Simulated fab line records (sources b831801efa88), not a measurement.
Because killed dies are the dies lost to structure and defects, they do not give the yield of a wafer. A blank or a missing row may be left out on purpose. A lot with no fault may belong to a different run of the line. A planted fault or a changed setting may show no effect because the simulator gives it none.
The same fault as seen by 2 desks | flow sky130 | what lay behind the numbers comes last; until then each desk has only its own

## METROLOGY DESK
What the gauges read for every lot (on any tool): the sampled wafers with a number, averaged. The brackets show how far a lot's mean lies from the usual mean; more than 4 standard deviations puts the lot out of limits, marked OUT.
Columns: A = NWELL_RS at SKY_NWELL_RS_MEAS_29, usual 624.4 ohm/sq; B = cd-nm at SKY_VIA1_CD_MEAS_12, usual 149.9 nm
lot  | first seen here | A                | B
L501 | day 5 07:10     | 626.5            | 150.1
L502 | day 5 13:48     | 624.4            | 152.3
L503 | day 5 22:32     | 625.8            | 148.9
L504 | day 6 00:41     | 623.2            | 151.1
L509 | day 7 06:41     | 637.7 (+10) OUT  | 150.5
L510 | day 7 15:13     | 622.9            | 149.5
L512 | day 8 02:42     | 637.3 (+9.9) OUT | 149.6
L514 | day 8 13:08     | 622.6            | 150.8
L517 | day 9 08:48     | 624.8            | 151.7
L519 | day 10 00:22    | 622.7            | 149.8
L520 | day 10 04:11    | 625.2            | 148.4
L524 | day 11 00:52    | 623.7            | 151.5
Per this desk, out of limits: L509, L512; the first was L509, day 7 06:41 (NWELL_RS at SKY_NWELL_RS_MEAS_29). Within limits: L501, L502, L503, L504, L510, L514, L517, L519, L520, L524.

## FOR THE TOOL OWNER'S DESK: implanter-01
The tool's own readings at SKY_NWELL_IMPLANT_13: means of the sampled wafers that have a number, for each lot that ran on this tool. The brackets show how far a lot's mean lies from the usual mean; more than 4 standard deviations puts the lot out of limits, marked OUT.
Columns: A = dose-ions-cm2 at SKY_NWELL_IMPLANT_13, usual 7.002e+11; B = end-station-pressure-torr at SKY_NWELL_IMPLANT_13, usual 5.02e-06 Torr; C = faraday-current-uA at SKY_NWELL_IMPLANT_13, usual 3.95
lot  | first seen here | A                           | B        | C
L501 | day 4 13:25     | 6.993e+11                   | 4.87e-06 | 4.09
L504 | day 5 05:41     | 7.001e+11                   | 5.16e-06 | 3.93
L509 | day 6 10:13     | 2.984e+11 (-99 or more) OUT | 5.01e-06 | 1.67 (-29) OUT
L512 | day 7 06:08     | 2.971e+11 (-99 or more) OUT | 5.06e-06 | 1.70 (-28) OUT
This desk finds L509, L512 out of limits, L509 being first, at day 6 10:13 (dose-ions-cm2 at SKY_NWELL_IMPLANT_13). Within limits: L501, L504.

## TAKEN TOGETHER
The tool owner's desk had the chance to raise an alarm at day 6 10:13 on L509, L512.
At day 7 06:41 the metrology desk could have sounded an alarm, on L509, L512.
SKY_NWELL_IMPLANT_13 was run on implanter-01 by each of the lots named.

## WHAT HAD BEEN PUT IN BY THE SIMULATOR
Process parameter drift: implanter-01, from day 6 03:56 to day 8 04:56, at SKY_NWELL_IMPLANT_13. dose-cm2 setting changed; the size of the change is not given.
Lots struck among those shown: L509, L512.
Counting hours from when the fault started, the first reading out of limits came at 6 for the tool owner's desk and at 27 for the metrology desk.
